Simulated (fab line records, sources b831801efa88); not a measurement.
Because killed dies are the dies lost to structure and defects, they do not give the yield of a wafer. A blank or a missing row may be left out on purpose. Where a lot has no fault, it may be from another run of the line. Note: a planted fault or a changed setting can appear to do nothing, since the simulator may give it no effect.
Which tool did it? | flow sky130 | 42 wafers from 14 lots sampled at 3 of the route's 708 steps

WHAT THE GAUGES READ, wafer by wafer
SKY_VIA1_RS_MEAS_22: measurement is done with a four-point probe.
lot  | measured     | on            | VIA1_W_RS (ohm/sq)
L252 | day 33 12:20 | film_metro-03 | 0.425 0.427 0.428
L256 | day 34 21:10 | film_metro-03 | 0.424 0.424 0.419
L259 | day 37 05:00 | film_metro-03 | 0.417 0.428 0.419
L260 | day 37 06:23 | film_metro-03 | 0.415 0.424 0.429
L262 | day 37 06:44 | film_metro-01 | 0.422 0.423 0.427
L265 | day 38 01:27 | film_metro-03 | 0.429 0.431 0.553
L267 | day 38 13:50 | film_metro-03 | 0.548 0.421 0.425
L268 | day 38 22:05 | film_metro-03 | 0.423 0.424 0.430
L269 | day 40 16:52 | film_metro-01 | 0.428 0.425 0.425
L272 | day 40 18:07 | film_metro-03 | 0.428 0.428 0.423
L273 | day 40 21:52 | film_metro-01 | 0.428 0.416 0.413
L271 | day 40 22:08 | film_metro-02 | 0.429 0.426 0.427
L274 | day 40 22:28 | film_metro-02 | 0.419 0.431 0.436
L275 | day 41 00:32 | film_metro-02 | 0.434 0.428 0.418

SKY_VIA1_THK_MEAS_23: measures by xrf.
lot  | measured     | on            | VIA1_W_THK (nm)
L252 | day 33 12:28 | film_metro-03 | 272 269 269
L256 | day 34 21:17 | film_metro-03 | 273 272 275
L259 | day 37 05:05 | film_metro-03 | 274 266 276
L260 | day 37 06:31 | film_metro-03 | 276 272 268
L262 | day 37 06:52 | film_metro-01 | 272 272 269
L265 | day 38 01:34 | film_metro-03 | 268 266 209
L267 | day 38 13:57 | film_metro-03 | 211 274 269
L268 | day 38 22:12 | film_metro-03 | 273 270 270
L269 | day 40 16:59 | film_metro-01 | 270 270 272
L272 | day 40 18:14 | film_metro-03 | 270 269 273
L273 | day 40 21:58 | film_metro-01 | 271 277 279
L271 | day 40 22:16 | film_metro-02 | 267 268 269
L274 | day 40 22:35 | film_metro-02 | 273 266 264
L275 | day 41 00:40 | film_metro-02 | 266 270 277

WHAT TOOL EACH LOT RAN ON (gives the tool, then ch and the chambers of the sampled wafers, and finally the start)
lot  | SKY_VIA1_CVD_21
L252 | cvd_w-01 ch 0,1, day 33 12:15
L256 | cvd_w-02 ch 0,1, day 34 21:04
L259 | cvd_w-01 ch 0,1, day 37 04:53
L260 | cvd_w-01 ch 0,1, day 37 06:18
L262 | cvd_w-02 ch 0,1, day 37 06:39
L265 | cvd_w-02 ch 0,1, day 38 01:20
L267 | cvd_w-02 ch 0,1, day 38 13:44
L268 | cvd_w-01 ch 0,1, day 38 21:58
L269 | cvd_w-01 ch 0,1, day 40 16:47
L272 | cvd_w-01 ch 0,1, day 40 18:02
L273 | cvd_w-02 ch 0,1, day 40 21:46
L271 | cvd_w-01 ch 0,1, day 40 22:03
L274 | cvd_w-02 ch 0,1, day 40 22:22
L275 | cvd_w-02 ch 0,1, day 41 00:27
- SKY_VIA1_CVD_21: deposits W, target thk 270 nm, time 80.902 s.

AS READ BY THE TOOLS THEMSELVES (means over the sampled wafers that have a number; for cases with no such wafer, the mark the record gives instead)
SKY_VIA1_CVD_21.
lot  | tool     | heater_power_outer_w (W) | heater_power_w (W)
L252 | cvd_w-01 | 549                      | 871
L256 | cvd_w-02 | 482                      | 806
L259 | cvd_w-01 | 491                      | 800
L260 | cvd_w-01 | 554                      | 866
L262 | cvd_w-02 | 479                      | 813
L265 | cvd_w-02 | 484                      | 807
L267 | cvd_w-02 | 482                      | 818
L268 | cvd_w-01 | 560                      | 869
L269 | cvd_w-01 | 495                      | 793
L272 | cvd_w-01 | 489                      | 795
L273 | cvd_w-02 | 467                      | 771
L271 | cvd_w-01 | 500                      | 797
L274 | cvd_w-02 | 455                      | 765
L275 | cvd_w-02 | 454                      | 763

THE ANSWER, worked out from the rows above alone
Rule: what is usual is taken from the lots themselves. The widest of any qualifying gaps counts: lots, ordered by their means at a reading, are off when they make up no more than a third of the lots, leave a main group of 4 or more, and stand apart from it by 3 or more times the standard deviation of that group's means. A main group whose means are all the same, to the digits that the tables above print for the reading, isn't used. A lot without any number at a reading at which 4 lots or more have one is off too. The other lots that the step has rows for count as sound. The gauges are gone through in route order, then the tools' own readings, and for those a lot's mean is taken as printed above. The first step at which some lot is off is used, and at that step the reading that is off furthest; a lot without a number counts as furthest.
Off: L265, L267, at SKY_VIA1_RS_MEAS_22 (VIA1_W_RS). For the main group the mean is 0.425 ohm/sq and the standard deviation 0.0027.
A tool fits if, at a process step before that reading, it ran every lot that is off, and no sound lot after the first of them. Gauges at SKY_VIA1_RS_MEAS_22: tried the same way as those tools. Of those tried, none fits.

WHAT THE SIMULATOR PUT IN
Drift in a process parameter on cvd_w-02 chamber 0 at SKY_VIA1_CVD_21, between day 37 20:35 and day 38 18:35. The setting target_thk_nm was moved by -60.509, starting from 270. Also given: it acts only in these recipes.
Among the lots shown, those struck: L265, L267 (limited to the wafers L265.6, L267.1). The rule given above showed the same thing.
